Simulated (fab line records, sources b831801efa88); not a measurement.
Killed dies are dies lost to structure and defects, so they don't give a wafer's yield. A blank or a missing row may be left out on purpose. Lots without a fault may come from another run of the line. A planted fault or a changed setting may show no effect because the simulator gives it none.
fab line records | flow sky130 | part 2 of 2: steps 30 to 40 of 40
record lots=5 wafers=15 last_day=49
route steps=708 shown VT_ADJUST_HVTP@91 VT_ADJUST_LVTN@97 VT_ADJUST_NCORE@119
lots that met no fault: from a run of the same line without faults
start_h: hours from the record's first day to the start of the lot's first wafer shown | wait_h: hours since the lot's step before | " the same as in the row above | L1.1+2: a row that stands for several wafers | - no value, or no start given | * or withheld: withheld | < > ~ a bound
route shown NAME@n: a module of which the file shows steps, and the number in the route of the first | usual: mean/standard deviation of fault-free wafers | same: alike in all rows | chamber/n: place in a boat | sites: the reading at each site | _std_site: their standard deviation | _edge_site: outer sites' mean less inner sites' | radius_mm: how far each site lies from the wafer's centre | mask NAME#n: copy n | behind: the tool/chamber that last shaped the wafer | hold: why the lot was held/for how many hours/how that ended | device: the transistor (n, p or np) that didn't switch | end of line: the same wafers' tests at the end of the route | a step without rows: its recipe alone | killed: dies lost to structure and defects at the first sort, not the wafer's yield | map: a wafer's dies, x killed, . not, _ none there
set.NAME: the setting as run; set.NAME@STEP: as run at that earlier step | model.NAME: the simulator's own value behind a step, which no gauge read
lots at some steps of the route; a table a step, a row a wafer
services: from which hour (start_h, from the record's first day; less than 0 if before it) a tool's chamber was out of use, for how many hours, and why
## steps
# step SKY_VT_ADJUST_NCORE_HMDS_01
# recipe prime_time_s=60 prime_temp_c=120
# same prime_time_s=60
# columns lot.wafer tool chamber start_h wait_h
L075.1+2+4 litho_track-02 0 184.96 0.1
L081.3+4+6 litho_track-04 0 217.66 0.1
L087.2+3+4 litho_track-04 0 269.33 0.1
L091.1+4+6 litho_track-02 0 290.31 0.1
L093.1+2+5 litho_track-04 0 307.76 0.1
# step SKY_VT_ADJUST_NCORE_COAT_02
# recipe resist=NOVOLAK spin_rpm=3000 resist_thk_nm=1140
# usual spin_speed_rpm=3000.1/2.4
# columns lot.wafer tool chamber start_h wait_h spin_speed_rpm
L075.1 litho_track-02 0 185.11 0.1 3001.3
L075.2 " 0 " " 2996.1
L075.4 " 0 " " 3004.2
L081.3 litho_track-04 0 217.81 0.1 3003.7
L081.4 " 0 " " 3000.6
L081.6 " 0 " " 3001.8
L087.2 litho_track-04 0 269.48 0.1 2998.7
L087.3 " 0 " " 2997.6
L087.4 " 0 " " 2995.5
L091.1 litho_track-02 0 290.46 0.1 2996.0
L091.4 " 0 " " 2996.9
L091.6 " 0 " " 2997.6
L093.1 litho_track-04 0 307.91 0.1 2999.2
L093.2 " 0 " " 3000.5
L093.5 " 0 " " 3001.9
# step SKY_VT_ADJUST_NCORE_SOFTBAKE_03
# recipe temp_c=90 time_s=60 resist=NOVOLAK
# columns lot.wafer tool chamber start_h wait_h
L075.1+2+4 litho_track-02 0 185.26 0.1
L081.3+4+6 litho_track-04 0 217.96 0.1
L087.2+3+4 litho_track-04 0 269.63 0.1
L091.1+4+6 litho_track-02 0 290.61 0.1
L093.1+2+5 litho_track-04 0 308.06 0.1
# step SKY_VT_ADJUST_NCORE_EXPOSE_04
# recipe mask_id=LVTN_COMPLEMENT_THIN na=0.6 source_shape=conventional sigma_outer=0.6 polarization=unpolarized target_cd_nm=380 dose_mj=139
# same na=0.6
# columns lot.wafer tool chamber start_h wait_h mask
L075.1+2+4 iline_stepper-02 0 - - LVTN_COMPLEMENT_THIN#0
L081.3+4+6 iline_stepper-01 0 - - LVTN_COMPLEMENT_THIN#0
L087.2+3+4 iline_stepper-02 0 - - LVTN_COMPLEMENT_THIN#0
L091.1+4+6 iline_stepper-02 0 - - LVTN_COMPLEMENT_THIN#0
L093.1+2+5 iline_stepper-02 0 - - LVTN_COMPLEMENT_THIN#0
# step SKY_VT_ADJUST_NCORE_PEB_05
# recipe temp_c=withheld time_s=* resist=NOVOLAK
# columns lot.wafer tool chamber start_h wait_h
L075.1+2+4 litho_track-04 0 - -
L081.3+4+6 litho_track-01 0 - -
L087.2+3+4 litho_track-04 0 - -
L091.1+4+6 litho_track-04 0 - -
L093.1+2+5 litho_track-01 0 - -
# step SKY_VT_ADJUST_NCORE_DEVELOP_06
# recipe resist=NOVOLAK developer=TMAH develop_time_s=60 dev_temp_c=23
# usual developer_temp_C=22.99/0.1
# columns lot.wafer tool chamber start_h wait_h developer_temp_C
L075.1 litho_track-04 0 195.76 0.1 23.01
L075.2 " 0 " " 23.05
L075.4 " 0 " " 23.04
L081.3 litho_track-01 0 229.02 0.1 22.95
L081.4 " 0 " " 22.95
L081.6 " 0 " " 22.93
L087.2 litho_track-04 0 281.73 0.1 22.97
L087.3 " 0 " " 22.85
L087.4 " 0 " " 22.84
L091.1 litho_track-04 0 302.66 0.1 22.80
L091.4 " 0 " " 23.14
L091.6 " 0 " " 22.79
L093.1 litho_track-01 0 321.07 0.1 23.00
L093.2 " 0 " " 23.07
L093.5 " 0 " " 22.97
# step SKY_VT_ADJUST_NCORE_CD_MEAS_07
# recipe target_cd_nm=380
# usual cd_nm=380/3
# columns lot.wafer tool chamber start_h wait_h cd_nm
L075.1 cd_sem-02 - 195.91 0.1 380
L075.2 " - " " 382
L075.4 " - " " 382
L081.3 cd_sem-02 - 229.16 0.1 378
L081.4 " - " " 377
L081.6 " - " " 382
L087.2 cd_sem-01 - 281.88 0.1 377
L087.3 " - " " 376
L087.4 " - " " 377
L091.1 cd_sem-02 - 302.81 0.1 383
L091.4 " - " " 380
L091.6 " - " " 380
L093.1 cd_sem-01 - 321.22 0.1 381
L093.2 " - " " 383
L093.5 " - " " 384
# step SKY_VT_ADJUST_NCORE_OVL_MEAS_08
# usual VT_ADJUST_NCORE_OVL=0.4/1.2
# columns lot.wafer tool chamber start_h wait_h VT_ADJUST_NCORE_OVL[nm]
L075.1 overlay-02 - 196.03 0.1 0.0
L075.2 " - " " 0.3
L075.4 " - " " -1.4
L081.3 overlay-01 - 229.26 0.1 1.4
L081.4 " - " " 3.2
L081.6 " - " " 1.2
L087.2 overlay-02 - 281.98 0.1 -1.1
L087.3 " - " " 2.0
L087.4 " - " " 0.3
L091.1 overlay-01 - 302.93 0.1 -1.9
L091.4 " - " " -1.1
L091.6 " - " " -0.1
L093.1 overlay-01 - 321.34 0.1 2.8
L093.2 " - " " 0.8
L093.5 " - " " 2.2
# step SKY_VT_ADJUST_NCORE_IMPLANT_09
# recipe species=B energy_kev=10 dose_cm2=2.4e+12 tilt_deg=withheld
# usual beam_energy_keV=10.000/0.0034
# columns lot.wafer tool chamber start_h wait_h beam_energy_keV
L075.1 implanter-03 0 196.06 0.0 9.999
L075.2 " 0 " " 9.993
L075.4 " 0 " " 10.000
L081.3 implanter-02 0 229.33 0.1 10.000
L081.4 " 0 " " 10.004
L081.6 " 0 " " 9.999
L087.2 implanter-03 0 282.04 0.0 10.000
L087.3 " 0 " " 9.997
L087.4 " 0 " " 9.999
L091.1 implanter-03 0 302.96 0.0 10.001
L091.4 " 0 " " 10.002
L091.6 " 0 " " 10.001
L093.1 implanter-02 0 321.38 0.0 9.993
L093.2 " 0 " " 9.994
L093.5 " 0 " " 9.994
# step SKY_VT_ADJUST_NCORE_STRIP_10
# recipe chemistry=O2/N2 power_w=1400 pressure_mtorr=1500 platen_temp_c=withheld o2_flow_sccm=3000 n2_flow_sccm=300 overash_fraction=0.5
# usual drypump_motor_current_A=5.9/0.47 oes_product_au=0.716/0.0044 strip_time_to_endpoint_s=14.17/0.045
# columns lot.wafer tool chamber start_h wait_h drypump_motor_current_A oes_product_au rf_hours_counter_h strip_time_to_endpoint_s
L075.1 plasma_asher-03 0 196.21 0.1 6.1 0.716 40 14.15
L075.2 " 1 " " 6.3 0.715 40 14.13
L075.4 " 1 " " 6.3 0.712 - 14.19
L081.3 plasma_asher-02 0 229.46 0.1 6.5 0.713 - 14.17
L081.4 " 1 " " 4.9 0.714 - 14.21
L081.6 " 1 " " 4.9 0.721 - 14.17
L087.2 plasma_asher-03 0 282.16 0.1 6.1 0.721 48 14.16
L087.3 " 1 " " 6.3 0.719 - 14.16
L087.4 " 0 " " 6.1 0.715 - 14.19
L091.1 plasma_asher-02 0 303.11 0.1 6.6 0.717 17 14.20
L091.4 " 0 " " 6.6 0.715 - 14.20
L091.6 " 1 " " 4.9 0.721 - 14.21
L093.1 plasma_asher-01 1 321.53 0.1 5.7 0.719 65 14.09
L093.2 " 0 " " 5.9 0.721 65 14.12
L093.5 " 0 " " 5.9 0.718 - 14.10
# step SKY_VT_ADJUST_NCORE_TW_MEAS_11
# usual VT_ADJUST_NCORE_TW=220.1/1.7
# columns lot.wafer tool chamber start_h wait_h VT_ADJUST_NCORE_TW
L075.1 film_metro-03 - 196.31 0.1 218.6
L075.2 " - " " 218.3
L075.4 " - " " 219.0
L081.3 film_metro-04 - 229.55 0.1 219.2
L081.4 " - " " 219.0
L081.6 " - " " 218.9
L087.2 film_metro-01 - 282.27 0.1 221.8
L087.3 " - " " 221.5
L087.4 " - " " 221.5
L091.1 film_metro-03 - 303.21 0.1 218.6
L091.4 " - " " 220.1
L091.6 " - " " 220.3
L093.1 film_metro-01 - 321.63 0.1 219.9
L093.2 " - " " 221.3
L093.5 " - " " 221.8
## services
# columns tool chamber start_h hours kind
implanter-04 - 136.95 4.9 repair
iline_stepper-01 - 140.64 1.7 pm
implanter-01 - 144.19 8.0 repair
plasma_asher-02 - 146.40 5.3 repair
implanter-02 - 147.09 3.7 repair
iline_stepper-02 - 162.57 1.7 pm
implanter-03 - 163.28 9.8 repair
iline_stepper-01 - 164.24 2.1 pm
plasma_asher-04 - 202.63 2.8 pm
iline_stepper-02 - 216.19 4.0 repair
iline_stepper-01 - 221.75 0.7 repair
implanter-03 - 232.77 2.1 repair
plasma_asher-02 - 232.91 1.6 repair
plasma_asher-02 - 235.55 0.8 repair
implanter-02 - 252.25 2.7 repair
plasma_asher-02 - 256.78 2.8 pm
plasma_asher-01 - 281.11 2.8 pm
iline_stepper-01 - 285.41 1.6 repair
plasma_asher-02 - 286.43 2.3 repair
iline_stepper-01 - 301.11 14.5 repair
implanter-04 - 306.91 4.4 pm
plasma_asher-02 - 315.89 3.8 repair
implanter-03 - 316.27 5.9 repair
implanter-03 - 317.81 1.9 repair
